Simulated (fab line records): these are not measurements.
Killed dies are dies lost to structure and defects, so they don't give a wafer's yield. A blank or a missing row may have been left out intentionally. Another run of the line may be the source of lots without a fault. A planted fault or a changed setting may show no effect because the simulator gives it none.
Chamber matching -- flow sky130 -- 4 sister chambers for SKY_VIA2_ETCH_15 on rieDiel-02
The step etches SiO2 in C4F8/O2/Ar, stops on TiN, target depth 546 nm, time 84 s. 4 wafers are shown with their chamber, then 9 later ones without.

## WAFERS PAIRED WITH THEIR CHAMBERS
wafer,chamber,oesProductAu (a.u.)
L086.5,2,0.946
L095.1,0,0.929
L095.2,3,0.937
L095.3,1,0.935

## WAFERS WITH NO CHAMBER GIVEN
wafer,oesProductAu (a.u.)
L095.4,0.935
L095.5,0.935
L095.6,0.945
L094.3,0.936
L094.4,0.939
L094.5,0.944
L096.1,0.938
L096.3,0.941
L096.4,0.938

## WHICH CHAMBER EACH WENT THROUGH
wafer,from the rows above,in truth
L095.4,can't be placed: 1 or 3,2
L095.5,can't be placed: 1 or 3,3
L095.6,2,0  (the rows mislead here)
L094.3,can't be placed: 1 or 3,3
L094.4,can't be placed: 3 or 1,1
L094.5,2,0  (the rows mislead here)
L096.1,can't be placed: 3 or 1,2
L096.3,can't be placed: 3 or 2 or 1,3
L096.4,can't be placed: 3 or 1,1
0 of 9 placed correctly. Cannot be placed on the basis of these rows: 7; the candidates contain the true chamber in 5. 2 placed wrongly.
How it was worked out, from the rows above alone: a wafer's distance from a chamber is the root of the sum, over the readings, of the square of ((its reading less the chamber's mean) divided by the reading's scatter). If the next closest chamber is less than 2 further off than the closest, the wafer can't be placed; otherwise it belongs to the closest. A chamber's mean is the mean of its shown wafers. The scatter (one wafer shown for each chamber): square how far every hidden wafer sits from the nearest shown wafer, average those squares and take the square root.
